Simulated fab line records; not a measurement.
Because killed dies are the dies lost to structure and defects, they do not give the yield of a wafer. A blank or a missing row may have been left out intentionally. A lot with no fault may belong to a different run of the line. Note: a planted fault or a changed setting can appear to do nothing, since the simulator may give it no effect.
Code-filled problem report in 8D (eight disciplines) form | flow gf180mcu | the parts of the form that need people (team, actions taken, sign-off) are left out

== 1. WHAT IS WRONG ==
Mean M2_ALCU_RS at GF_M2_RS_MEAS_05: 0.1059 ohm/sq over 3 wafers in 2 lots; fault-free wafers: 0.0674 ohm/sq, standard deviation 0.00062. That is +62 standard deviations from the usual mean.
The step: measures by four-point-probe.
First seen on wafer L327.6, day 22 07:12, on film metro-02. At this step, 33 wafers from 11 lots have a number in the record. Rule for "out" (also "out of limits"): further than 4 standard deviations from the usual mean. The other wafers with a number count as sound.

== 2. WHAT IT IS, AND WHAT IT ISN'T ==
question                    | is                           | is not
which readings at this step | M2_ALCU_RS                   | -
which lots                  | L327, L328                   | L317, L318, L321, L325, L335, L336, L337, L338, L339
which wafers of those lots  | L327.6, L328.2, L328.5       | L327.1, L327.5, L328.1
read on which gauges        | film metro-02, film metro-04 | film metro-01
when                        | from day 22 07:12            | up to then (14 sound wafers); but 16 sound wafers of L328, L335, L336, L337, L338, L339 came after

== 3. SUSPECTS, AND WHAT RULES EACH OUT ==
Counting: any tool at a process step up to the reading remains a suspect provided it ran every lot that is out. Sound lots after the first of them don't rule it out here, since some wafers of a struck lot are sound.
- the gauge at GF_M2_RS_MEAS_05 has been ruled out. The wafers that are out were read on 2 gauges (film metro-02, film metro-04).
- pvd sputter-02 at GF_M2_SPUTTER_02 (material AlCu, target thk 450 nm, time 24.61 s): kept. Every lot that is out went through it, the first being L327 (day 22 07:07); the last sound lot it ran before that was L325 (day 21 13:50).
- pvd sputter-02 at GF_M2_SPUTTER_04 (material TiN, target thk 50 nm, time 41.7 s): kept. Every lot that is out went through it, the first being L327 (day 22 07:10); the last sound lot it ran before that was L325 (day 21 13:53).
After counting, pvd sputter-02 at GF_M2_SPUTTER_02 and pvd sputter-02 at GF_M2_SPUTTER_04 remain.

== 4. THE CAUSE (what the simulator had put in) ==
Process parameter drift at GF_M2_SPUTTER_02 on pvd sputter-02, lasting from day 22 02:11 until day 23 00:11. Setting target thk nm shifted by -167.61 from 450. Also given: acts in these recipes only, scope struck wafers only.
Counting leaves 2 suspects; this tool is one of them.

== 5. SEQUENCE OF EFFECTS, ordered by route ==
Rows list readings where the struck wafers' mean (over those with a number) sits beyond 3 standard deviations from the usual. Only readings for which the record gives a usual standard deviation are gone through. hours: the time from each lot's start at the first step in this table that gives one to its start at this step, as a median over the lots. sigmas: the change in usual standard deviations.
hours | step                | reading            | usual         | on struck wafers | change  | sigmas
0     | GF_M2_RS_MEAS_05    | M2_ALCU_RS         | 0.0674 ohm/sq | 0.1059           | +0.0385 | +62
0     | GF_M2_THK_MEAS_06   | M2_ALCU_THK        | 476 nm        | 303              | -173    | -35
23    | GF_M2_METAL_ETCH_16 | oes product au     | 0.984 a.u.    | 0.816            | -0.168  | -27
23    | GF_M2_METAL_ETCH_16 | throttle valve pct | 28.235 %      | 28.413           | +0.178  | +18
Its process steps:
- GF_M2_METAL_ETCH_16: etches the open film in Cl2/BCl3, stops on SiO2, target depth 627.5 nm, time 104.6 s.
Later measuring or inspecting steps at which every struck wafer that the step has a row for has a number for every such reading, and none has moved that far: GF_M2_CD_MEAS_14.

== 6. WHAT WOULD HAVE CAUGHT IT SOONER ==
5 hours passed between the start of the fault at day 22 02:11 and the first reading out of limits at a measuring or inspecting step in this record, taken at day 22 07:12.
No tool reading at GF_M2_SPUTTER_02 that has a usual standard deviation in the record was out on any struck wafer, so an alarm limit of 4 standard deviations on those readings would not have fired.
Among the 2 lots that are out, L328 began GF_M2_SPUTTER_02 on pvd sputter-02 after day 22 07:12. A hold on the tool at that time would have spared it.
